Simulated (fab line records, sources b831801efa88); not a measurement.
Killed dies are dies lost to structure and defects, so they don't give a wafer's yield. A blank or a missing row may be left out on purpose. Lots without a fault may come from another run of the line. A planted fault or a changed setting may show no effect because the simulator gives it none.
Which tool did it? | flow sky130 | 6 lots, 18 wafers sampled, at 2 steps of a route of 708

WHAT THE GAUGES READ, wafer by wafer
SKY_LDD_HVP_TW_MEAS_10.
lot  | measured     | on            | LDD_HVP_TW
L250 | day 22 08:26 | film_metro-03 | 454.8 457.6 456.6
L255 | day 24 10:15 | film_metro-01 | 458.0 457.9 458.5
L256 | day 24 15:08 | film_metro-02 | 453.1 456.0 453.9
L261 | day 26 19:03 | film_metro-03 | 460.0 460.5 460.2
L264 | day 27 05:50 | film_metro-01 | 459.3 459.9 460.7
L269 | day 29 06:02 | film_metro-02 | 457.0 458.9 456.0

WHICH TOOL RAN EACH LOT (tool, then ch and the chambers of the sampled wafers, then the start)
lot  | SKY_LDD_HVP_IMPLANT_08
L250 | implanter-02 ch 0, day 22 08:11
L255 | implanter-04 ch 0, day 24 10:01
L256 | implanter-04 ch 0, day 24 14:53
L261 | implanter-04 ch 0, day 26 18:48
L264 | implanter-02 ch 0, day 27 05:35
L269 | implanter-01 ch 0, day 29 05:47
- SKY_LDD_HVP_IMPLANT_08

THE ANSWER, worked out from the rows above alone
Rule: what is usual is taken from the lots themselves. Put in order of their means at a reading, lots are off if they are a third of the lots or fewer, leave a main group of 4 or more, and stand apart from it by a gap of 3 or more times the standard deviation of the main group's means; of several such gaps the widest counts. A main group whose means are all the same, to the digits that the tables above print for the reading, isn't used. A lot without any number at a reading at which 4 lots or more have one is off too. The other lots that the step has rows for count as sound.
No lot is off at any reading shown: from this, nothing can be told.

WHAT THE SIMULATOR HAD PUT IN
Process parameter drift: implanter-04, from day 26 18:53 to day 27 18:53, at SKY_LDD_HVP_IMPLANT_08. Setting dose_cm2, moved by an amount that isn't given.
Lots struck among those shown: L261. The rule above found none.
